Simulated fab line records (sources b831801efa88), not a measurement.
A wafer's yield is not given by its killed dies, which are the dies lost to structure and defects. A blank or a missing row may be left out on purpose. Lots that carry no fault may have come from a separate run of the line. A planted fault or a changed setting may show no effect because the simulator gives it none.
fab line records | flow sky130 | part 2 of 2: steps 26 to 39 of 39
[record] lots = 5 wafers = 15 last-day = 50
route steps=708 shown VIA1@480 METAL2@483 VIA2@507
lots with no fault: from the same line, run without faults
start-h: start of the lot's first displayed wafer, in hours after the record's first day | wait-h: hours from the lot's prior step to this one | " unchanged from the row above | L1.1+2: several wafers, shown together as one row | - no value present, or no start provided | * or withheld: withheld | < > ~ a bound
route shown NAME@n: a module of which the file shows steps, and the number in the route of the first | usual: the fault-free wafers' mean and standard deviation | same: alike in all rows | chamber/n: place in a boat | sites: the reading at each site | _std_site: standard deviation across them | _edge_site: inner sites' mean taken away from outer sites' mean | radius-mm: for every site, how far away it sits from the centre of the wafer | mask NAME#n: copy n | behind: tool/chamber where the wafer was last shaped | hold: the reason the lot was held/the length of the hold in hours/how it ended | device: names the non-switching transistor (n, p or np) | end of line: the route-end tests of the same wafers | a step without rows: its recipe alone | killed: at the first sort, the dies lost to defects and structure; wafer yield is something else | map: a wafer's dies, x killed, . not, _ none there
set.NAME: the run value of the setting; set.NAME@STEP: its run value at that earlier step | model.NAME: the simulator's own value behind a step, which no gauge read
lots at selected steps of the route; one table per step, one row per wafer
services: from which hour (start-h, from the record's first day; less than 0 if before it) a tool's chamber was out of use, for how many hours, and why
[[steps]]
[step SKY_METAL2_CLEAN_22]
[recipe] chemistry = IPA time-s = 180 temp-c = 25
[usual] bath-heat-duty-pct = 6.2/0.94
// columns lot.wafer tool chamber start-h wait-h bath-heat-duty-pct
L080.1 wet-bench-03 0 867.35 0.0 5.6
L080.2 " 0 " " 4.9
L080.6 " 0 " " 4.9
L083.1 wet-bench-04 0 888.03 0.0 6.2
L083.2 " 0 " " 5.5
L083.4 " 0 " " 6.3
L087.4 wet-bench-04 2 912.70 0.0 5.6
L087.5 " 2 " " 5.7
L087.6 " 2 " " 5.4
L089.2 wet-bench-04 0 926.71 0.0 6.9
L089.4 " 0 " " 5.9
L089.5 " 0 " " 7.1
L095.2 wet-bench-03 0 972.28 0.0 5.5
L095.3 " 0 " " 5.4
L095.4 " 0 " " 4.7
[step SKY_METAL2_CLEAN_23]
[recipe] chemistry = O3/DIW dry = n2-spin
// columns lot.wafer tool chamber start-h wait-h
L080.1+2+6 wet-bench-04 3 867.41 0.0
L083.1+2+4 wet-bench-02 3 888.09 0.0
L087.4+5+6 wet-bench-03 3 912.76 0.0
L089.2+4+5 wet-bench-03 2 926.77 0.0
L095.2+3+4 wet-bench-04 2 972.35 0.0
[step SKY_VIA2_HDPCVD_00]
[recipe] material = SiO2 target-thk-nm = 1180 sigma-open-frac = 0.3 time-s = 196.7 temp-c = 400 sih4-flow-sccm = 60 pressure-mtorr = 6
// columns lot.wafer tool chamber start-h wait-h
L080.1+2+6 hdpcvd-01 0,1,0 867.50 0.0
L083.1+2+4 hdpcvd-02 2,1,0 888.18 0.0
L087.4+5+6 hdpcvd-01 2,0,1 912.91 0.1
L089.2+4+5 hdpcvd-02 2,2,0 926.87 0.0
L095.2+3+4 hdpcvd-01 1,2,2 972.44 0.0
[step SKY_VIA2_THK_MEAS_01]
[recipe] reads = SiO2_of_VIA2_HDPCVD_00
[usual] VIA2_HDPCVD_THK = 1173/12
// columns lot.wafer tool chamber start-h wait-h VIA2_HDPCVD_THK[nm]
L080.1 film-metro-04 - 867.63 0.1 1179
L080.2 " - " " 1175
L080.6 " - " " 1181
L083.1 film-metro-04 - 888.31 0.1 1181
L083.2 " - " " 1187
L083.4 " - " " 1175
L087.4 film-metro-01 - 913.01 0.0 1181
L087.5 " - " " 1175
L087.6 " - " " 1180
L089.2 film-metro-04 - 927.00 0.1 1169
L089.4 " - " " 1168
L089.5 " - " " 1165
L095.2 film-metro-01 - 972.57 0.1 1173
L095.3 " - " " 1167
L095.4 " - " " 1179
[step SKY_VIA2_CMP_02]
[recipe] material = SiO2 down-force-psi = 4 platen-rpm = 60 pad-velocity-m-s = 0.94248
[usual] motor-current-A = 12.1/1.4
// columns lot.wafer tool chamber start-h wait-h motor-current-A
L080.1 cmp-02 2 867.79 0.1 11.2
L080.2 " 3 " " 11.6
L080.6 " 1 " " 12.5
L083.2 cmp-01 2 888.37 0.0 11.8
L083.1 " 3 " " 14.3
L083.4 " 1 " " 9.7
L087.4 cmp-02 1 916.67 3.7 12.9
L087.6 " 0 " " 14.1
L087.5 " 1 " " 12.8
L089.4 cmp-01 2 927.10 0.1 12.2
L089.2 " 3 " " 14.1
L089.5 " 1 " " 10.1
L095.2 cmp-02 1 972.62 0.0 13.1
L095.3 " 3 " " 11.4
L095.4 " 0 " " 14.2
[step SKY_VIA2_BOW_MEAS_03]
[recipe] mode = bow
[usual] VIA2_BOW = 87/7.6
// columns lot.wafer tool chamber start-h wait-h VIA2_BOW[um]
L080.1 film-metro-03 - 867.99 0.1 89
L080.2 " - " " 82
L080.6 " - " " 104
L083.1 film-metro-04 - 888.67 0.2 97
L083.2 " - " " 97
L083.4 " - " " 93
L087.4 film-metro-03 - 916.98 0.3 93
L087.5 " - " " 86
L087.6 " - " " 81
L089.2 film-metro-03 - 927.37 0.2 90
L089.4 " - " " 84
L089.5 " - " " 92
L095.2 film-metro-04 - 972.94 0.3 84
L095.3 " - " " 89
L095.4 " - " " 96
[step SKY_VIA2_DEHYDRATE_04]
[recipe] temp-c = 200 time-s = 60
// columns lot.wafer tool chamber start-h wait-h
L080.1+2+6 litho-track-02 0 880.00 12.0
L083.1+2+4 litho-track-03 0 901.82 13.1
L087.4+5+6 litho-track-02 0 928.22 11.2
L089.2+4+5 litho-track-01 0 938.65 11.3
L095.2+3+4 litho-track-01 0 983.85 10.9
[step SKY_VIA2_HMDS_05]
[recipe] prime-time-s = 60 prime-temp-c = 120
// columns lot.wafer tool chamber start-h wait-h
L080.1+2+6 litho-track-02 0 880.15 0.1
L083.1+2+4 litho-track-03 0 901.97 0.1
L087.4+5+6 litho-track-02 0 928.37 0.1
L089.2+4+5 litho-track-01 0 938.80 0.1
L095.2+3+4 litho-track-01 0 984.00 0.1
[step SKY_VIA2_COAT_06]
[recipe] resist = BARC temp-c = withheld time-s = withheld spin-rpm = 3000 resist-thk-nm = 60
// columns lot.wafer tool chamber start-h wait-h
L080.1+2+6 litho-track-02 0 880.30 0.1
L083.1+2+4 litho-track-03 0 902.12 0.1
L087.4+5+6 litho-track-02 0 928.52 0.1
L089.2+4+5 litho-track-01 0 938.95 0.1
L095.2+3+4 litho-track-01 0 984.15 0.1
[step SKY_VIA2_COAT_07]
[recipe] resist = KrF-thick spin-rpm = 3000 resist-thk-nm = 450
// columns lot.wafer tool chamber start-h wait-h
L080.1+2+6 litho-track-02 0 - -
L083.1+2+4 litho-track-03 0 - -
L087.4+5+6 litho-track-02 0 - -
L089.2+4+5 litho-track-01 0 - -
L095.2+3+4 litho-track-01 0 - -
[step SKY_VIA2_SOFTBAKE_08]
[recipe] temp-c = 100 time-s = 90 resist = KrF-thick
// columns lot.wafer tool chamber start-h wait-h
L080.1+2+6 litho-track-02 0 - -
L083.1+2+4 litho-track-03 0 - -
L087.4+5+6 litho-track-02 0 - -
L089.2+4+5 litho-track-01 0 - -
L095.2+3+4 litho-track-01 0 - -
[step SKY_VIA2_EXPOSE_09]
[recipe] mask-id = VIM2 na = 0.8 source-shape = annular sigma-inner = 0.55 sigma-outer = 0.85 target-cd-nm = 200 dose-mj = 38
[usual] focus-offset-nm = 0.0/0.55
// columns lot.wafer tool chamber start-h wait-h mask focus-offset-nm
L080.1 krf-scanner-01 0 - - VIM2#0 0.2
L080.2 " 0 " " VIM2#0 -0.3
L080.6 " 0 " " VIM2#0 -0.4
L083.1 krf-scanner-01 0 - - VIM2#0 0.5
L083.2 " 0 " " VIM2#0 0.0
L083.4 " 0 " " VIM2#0 -0.5
L087.4 krf-scanner-02 0 - - VIM2#0 0.7
L087.5 " 0 " " VIM2#0 0.0
L087.6 " 0 " " VIM2#0 0.3
L089.2 krf-scanner-02 0 - - VIM2#0 0.1
L089.4 " 0 " " VIM2#0 -0.4
L089.5 " 0 " " VIM2#0 -0.6
L095.2 krf-scanner-02 0 - - VIM2#0 0.6
L095.3 " 0 " " VIM2#0 0.5
L095.4 " 0 " " VIM2#0 0.2
[step SKY_VIA2_PEB_10]
[recipe] peb-temp-c = withheld peb-time-s = withheld resist = KrF-thick
// columns lot.wafer tool chamber start-h wait-h
L080.1+2+6 litho-track-01 0 - -
L083.1+2+4 litho-track-03 0 - -
L087.4+5+6 litho-track-02 0 - -
L089.2+4+5 litho-track-02 0 - -
L095.2+3+4 litho-track-01 0 - -
[step SKY_VIA2_DEVELOP_11]
[recipe] develop-time-s = 60 resist = KrF-thick dev-temp-c = 21
// columns lot.wafer tool chamber start-h wait-h
L080.1+2+6 litho-track-01 0 - -
L083.1+2+4 litho-track-03 0 - -
L087.4+5+6 litho-track-02 0 - -
L089.2+4+5 litho-track-02 0 - -
L095.2+3+4 litho-track-01 0 - -
[[services]]
// columns tool chamber start-h hours kind
pvd-sputter-03 - 816.81 5.6 repair
cmp-01 - 822.74 0.8 repair
pvd-sputter-02 - 842.51 5.4 repair
rie-metal-02 0 844.25 1.1 repair
krf-scanner-02 - 851.74 0.8 pm
krf-scanner-01 - 872.71 1.3 pm
pvd-sputter-02 - 877.15 2.6 repair
krf-scanner-01 - 879.36 1.0 pm
krf-scanner-02 - 880.36 1.3 pm
pvd-sputter-02 - 887.45 5.4 repair
krf-scanner-01 - 894.12 0.8 pm
cmp-01 - 906.57 0.6 repair
cmp-01 - 911.36 4.8 pm
pvd-sputter-02 - 931.93 4.5 repair
krf-scanner-01 - 938.05 1.7 repair
krf-scanner-02 - 939.73 1.0 pm
krf-scanner-01 - 942.53 0.2 repair
krf-scanner-02 - 968.09 4.0 pm
cmp-01 - 974.77 0.5 repair
wet-bench-03 - 981.58 0.5 repair
cmp-01 - 988.25 3.8 pm
krf-scanner-02 - 990.85 1.0 repair
pvd-sputter-04 - 993.37 5.6 repair
cmp-01 - 995.50 2.0 repair
